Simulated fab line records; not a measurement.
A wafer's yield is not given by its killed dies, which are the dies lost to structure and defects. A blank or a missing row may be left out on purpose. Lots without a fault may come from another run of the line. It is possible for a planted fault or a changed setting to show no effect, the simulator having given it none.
fab line records    flow sky130
record: lots: 15  wafers: 45  lastDay: 50
route steps=708 shown POLY_GATE@226 SD_P@331 CONTACT@425
lots that met no fault: from a run of the same line without faults
startH: hours from the record's opening day to when the first of the lot's shown wafers began    waitH: hours elapsed since this lot's preceding step    " same as the row above    L1.1+2: a row that stands for several wafers    - either no value or no given start    * or withheld: withheld    < > ~ a bound
route shown NAME@n: NAME is a module with steps in the file, n the number in the route of the first one    usual: mean/standard deviation of fault-free wafers    same: alike in all rows    chamber/n: place in a boat    sites: each site's reading    _std_site: their standard deviation    _edge_site: outer sites' mean less inner sites'    radiusMm: for every site, how far away it sits from the centre of the wafer    mask NAME#n: copy n    behind: the most recent tool/chamber to have shaped the wafer    hold: what put the lot on hold/how long, in hours/how the hold closed    device: which transistor (n, p or np) failed to switch    end of line: tests of these same wafers at the route's end    for a step that has no rows: nothing shown but its recipe    killed: dies lost to structure and defects at the first sort, not the wafer's yield    map: the dies of a wafer, with x for killed, . for not killed, _ for no die there
set.NAME: the run value of the setting; set.NAME@STEP: its run value at that earlier step    model.NAME: the simulator's own value behind a step, which no gauge read
steps of the route over a sample of lots; a table a step, a row a wafer
services: a tool's chamber out of use, with start hour (startH, from the record's first day; less than 0 if before it), hours out, and reason
== steps ==
step: SKY_POLY_GATE_DEVELOP_12
recipe: developTimeS: 60  resist: KrF-thick  devTempC: 21
usual: chillPlateTempC: 22.99/0.1  developTimeS: 60/0
lot.wafer  tool           chamber  startH  waitH  chillPlateTempC  developTimeS
L589.1     lithoTrack-02  0        375     -      22.93            60
L589.4     "              0        "       "      22.80            60
L589.5     "              0        "       "      22.96            60
L590.1     lithoTrack-03  0        388     -      22.93            60
L590.3     "              0        389     -      23.03            60
L590.4     "              0        "       "      22.87            60
L591.1     lithoTrack-02  0        390     -      23.01            60
L591.4     "              0        "       "      22.82            60
L591.6     "              0        "       "      22.93            60
L595.2     lithoTrack-03  0        430     -      23.03            60
L595.5     "              0        "       "      22.94            60
L595.6     "              0        "       "      23.08            60
L597.3     lithoTrack-02  0        446     -      22.80            60
L597.4     "              0        "       "      23.13            60
L597.6     "              0        "       "      22.84            60
L599.1     lithoTrack-03  -        469     -      -                -
L599.2     "              -        "       "      -                -
L599.5     "              -        "       "      -                -
L600.2     lithoTrack-01  -        479     -      -                -
L600.3     "              -        "       "      -                -
L600.6     "              -        "       "      -                -
L601.1     lithoTrack-03  -        485     -      -                -
L601.2     "              -        "       "      -                -
L601.3     "              -        "       "      -                -
L602.1     lithoTrack-02  0        496     -      23.00            60
L602.4     "              0        "       "      23.02            60
L602.5     "              0        "       "      23.05            60
L603.1     lithoTrack-03  0        508     -      22.97            60
L603.4     "              0        "       "      22.94            60
L603.6     "              0        "       "      22.91            60
L604.1     lithoTrack-02  0        512     -      23.05            60
L604.3     "              0        "       "      22.91            60
L604.6     "              0        "       "      23.05            60
L606.1     lithoTrack-01  0        532     -      23.04            60
L606.2     "              0        "       "      22.97            60
L606.6     "              0        "       "      22.95            60
L607.2     lithoTrack-01  0        534     -      22.95            60
L607.3     "              0        "       "      22.90            60
L607.4     "              0        "       "      22.95            60
L609.1     lithoTrack-01  0        553     -      23.06            60
L609.4     "              0        "       "      22.86            60
L609.5     "              0        "       "      22.89            60
L611.3     lithoTrack-01  0        582     -      23.15            60
L611.4     "              0        "       "      23.07            60
L611.5     "              0        "       "      23.11            60
step: SKY_SD_P_TW_MEAS_11
usual: SD_P_TW: 2811/13
lot.wafer  tool          chamber  startH  waitH  SD_P_TW
L589.1     filmMetro-01  -        595.33  0.1    2802
L589.4     "             -        "       "      2831
L589.5     "             -        "       "      2807
L590.1     filmMetro-01  -        607.76  0.1    2778
L590.3     "             -        "       "      2800
L590.4     "             -        "       "      2780
L591.1     filmMetro-03  -        618.56  0.1    2812
L591.4     "             -        "       "      2811
L591.6     "             -        "       "      2811
L595.2     filmMetro-03  -        646.50  0.1    2797
L595.5     "             -        "       "      2816
L595.6     "             -        "       "      2810
L597.3     filmMetro-03  -        662.10  0.1    2808
L597.4     "             -        "       "      2827
L597.6     "             -        "       "      2810
L602.1     filmMetro-04  -        707.09  0.1    2805
L602.4     "             -        "       "      2809
L602.5     "             -        "       "      2799
L603.1     filmMetro-03  -        717.98  0.1    2828
L603.4     "             -        "       "      2826
L603.6     "             -        "       "      2819
L604.1     filmMetro-04  -        722.18  0.1    2800
L604.3     "             -        "       "      2827
L604.6     "             -        "       "      2808
L606.1     filmMetro-04  -        740.23  0.1    2799
L606.2     "             -        "       "      2829
L606.6     "             -        "       "      2810
L607.2     filmMetro-01  -        741.77  0.1    2808
L607.3     "             -        "       "      2788
L607.4     "             -        "       "      2814
L609.1     filmMetro-03  -        757.36  0.1    2819
L609.4     "             -        "       "      2822
L609.5     "             -        "       "      2830
L611.3     filmMetro-01  -        785.88  0.1    2801
L611.4     "             -        "       "      2827
L611.5     "             -        "       "      2820
step: SKY_CONTACT_STRIP_19
recipe: chemistry: O2/N2  powerW: 1400  pressureMtorr: 1500  platenTempC: withheld  o2FlowSccm: 3000  n2FlowSccm: 300  overashFraction: 0.5
usual: drypumpMotorCurrentA: 5.54/0.26  oesProductAu: 0.380/0.0051  stripTimeToEndpointS: 3.613/0.019
same: overashFraction: 0.5
lot.wafer  tool            chamber  startH  waitH  drypumpMotorCurrentA  oesProductAu  rfHoursCounterH  stripTimeToEndpointS
L589.1     plasmaAsher-02  0        742.86  -      5.31                  0.385         0                3.610
L589.4     "               0        "       "      5.27                  0.380         -                3.621
L589.5     "               1        "       "      5.37                  0.376         -                3.603
L590.1     plasmaAsher-01  0        754.37  -      6.07                  0.378         62               3.610
L590.3     "               0        "       "      6.07                  0.378         -                3.616
L590.4     "               1        "       "      5.85                  0.379         -                3.612
L591.1     plasmaAsher-03  0        763.82  -      5.36                  0.384         32               3.639
L591.4     "               0        "       "      5.36                  0.375         -                3.625
L591.6     "               0        "       "      5.36                  0.379         -                3.647
L595.2     plasmaAsher-03  1        789.85  -      5.57                  0.383         35               3.611
L595.5     "               0        "       "      5.36                  0.381         -                3.608
L595.6     "               1        "       "      5.57                  0.382         -                3.607
L597.3     plasmaAsher-02  1        803.95  -      5.36                  0.374         -                3.617
L597.4     "               0        "       "      5.30                  0.377         -                3.624
L597.6     "               1        "       "      5.39                  0.385         -                3.628
L602.1     plasmaAsher-02  0        846.83  -      5.33                  0.383         11               3.638
L602.4     "               0        "       "      5.31                  0.378         -                3.627
L602.5     "               0        "       "      5.33                  0.382         -                3.631
L603.1     plasmaAsher-01  1        857.22  -      5.88                  0.378         72               3.586
L603.4     "               0        "       "      6.07                  0.385         -                3.599
L603.6     "               0        "       "      6.06                  0.381         -                3.555
L604.1     plasmaAsher-03  1        861.52  -      5.57                  0.376         42               3.609
L604.3     "               0        "       "      5.37                  0.391         -                3.615
L604.6     "               1        "       "      5.58                  0.378         -                3.627
L606.1     plasmaAsher-03  0        880.02  -      5.36                  0.379         44               3.636
L606.2     "               1        "       "      5.56                  0.379         44               3.617
L606.6     "               0        "       "      5.35                  0.377         -                3.596
L607.2     plasmaAsher-01  0        881.40  -      6.06                  0.383         74               3.620
L607.3     "               1        "       "      5.89                  0.380         -                3.601
L607.4     "               0        "       "      6.05                  0.382         -                3.602
L609.1     plasmaAsher-03  0        896.57  -      5.37                  0.373         46               3.616
L609.4     "               1        "       "      5.58                  0.397         -                3.581
L609.5     "               1        "       "      5.60                  0.375         -                3.568
L611.3     plasmaAsher-02  1        921.33  -      5.35                  0.383         -                3.627
L611.4     "               0        "       "      5.30                  0.387         -                3.649
L611.5     "               0        "       "      5.30                  0.380         -                3.643
step: SKY_CONTACT_CVD_24
recipe: material: W  targetThkNm: 340  timeS: 102.12  tempC: 400  pressureTorr: 40
usual: heaterPowerW: 870/62
lot.wafer  tool     chamber  startH  waitH  heaterPowerW
L589.1     cvdW-01  1        743.52  0.0    776
L589.4     "        0        "       "      865
L589.5     "        0        "       "      878
L590.1     cvdW-02  1        755.03  0.0    885
L590.3     "        1        "       "      921
L590.4     "        0        "       "      928
L591.1     cvdW-01  0        764.48  0.0    881
L591.4     "        0        "       "      868
L591.6     "        0        "       "      868
L595.2     cvdW-02  0        790.94  0.0    945
L595.5     "        0        "       "      937
L595.6     "        1        "       "      894
L597.3     cvdW-01  0        804.61  0.1    852
L597.4     "        1        "       "      779
L597.6     "        0        "       "      882
L602.1     cvdW-01  0        847.57  0.0    894
L602.4     "        1        "       "      777
L602.5     "        1        "       "      772
L603.1     cvdW-01  1        857.92  0.0    774
L603.4     "        1        "       "      765
L603.6     "        0        "       "      867
L604.1     cvdW-02  1        862.18  0.0    898
L604.3     "        0        "       "      956
L604.6     "        0        "       "      936
L606.1     cvdW-02  0        880.67  0.0    947
L606.2     "        1        "       "      902
L606.6     "        1        "       "      894
L607.2     cvdW-02  1        882.05  0.0    912
L607.3     "        0        "       "      959
L607.4     "        1        "       "      920
L609.1     cvdW-01  0        897.23  0.0    873
L609.4     "        1        "       "      782
L609.5     "        1        "       "      792
L611.3     cvdW-02  0        921.99  0.1    956
L611.4     "        1        "       "      896
L611.5     "        0        "       "      942
== services ==
tool            chamber  startH  hours  kind
cvdW-02         -        390.00  14.0   pm
plasmaAsher-01  -        399.86  0.5    repair
plasmaAsher-03  -        408.23  4.3    pm
plasmaAsher-03  -        421.25  9.0    pm
plasmaAsher-02  -        427.39  11.1   repair
plasmaAsher-03  -        445.28  14.7   pm
plasmaAsher-03  -        493.88  1.6    repair
cvdW-02         -        534.83  98.3   repair
cvdW-02         1        543.16  6.9    repair
cvdW-02         -        550.43  1.2    repair
plasmaAsher-02  -        640.70  0.9    repair
cvdW-01         -        653.05  0.6    repair
cvdW-01         -        662.96  1.0    repair
plasmaAsher-01  -        672.78  3.0    repair
cvdW-01         0        685.84  1.8    repair
cvdW-02         1        705.24  8.0    repair
plasmaAsher-02  -        707.89  0.5    repair
plasmaAsher-01  -        717.02  2.8    pm
plasmaAsher-02  -        733.75  9.0    pm
plasmaAsher-03  -        783.51  2.8    pm
plasmaAsher-02  -        831.01  2.8    pm
cvdW-02         -        851.43  3.9    repair
cvdW-02         1        865.56  6.6    repair
cvdW-01         -        904.00  14.0   pm
== key ==
firstSign: step: SKY_POLY_GATE_DEVELOP_12  reading: toolRecord  direction: missing
effect none on later readings
metAt SKY_POLY_GATE_DEVELOP_12
struckLots L599,L600,L601
laterRowsLeftOut L599.1,L599.2,L599.5,L600.2,L600.3,L600.6,L601.1,L601.2,L601.3
sortLeftOut L599.1,L599.2,L599.5,L600.2,L600.3,L600.6,L601.1,L601.2,L601.3
testerLeftOut L599,L600,L601
notActingAt SKY_SD_P_TW_MEAS_11,SKY_CONTACT_STRIP_19,SKY_CONTACT_CVD_24
onsetBetween 430 469
fault: kind: skippedStepWhole  tool: lithoTrack-01,lithoTrack-03  chamber: -  onsetH: 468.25  steps: SKY_POLY_GATE_DEVELOP_12  scope: struckLotsOnly
testerLeftOut: of these lots the tester's yield and bins aren't shown, on N5 and GAA mostly nor the transistor test; their killed dies are dies lost to structure and defects alone, not to doping, threshold or leakage, so they don't give the yield
sortLeftOut: the simulated sort isn't trusted on such a fault, so these wafers' sort isn't shown, and their yield isn't known
laterRowsLeftOut: the simulator's readings of these wafers behind a module that went badly wrong aren't trusted and aren't shown, but for the sort
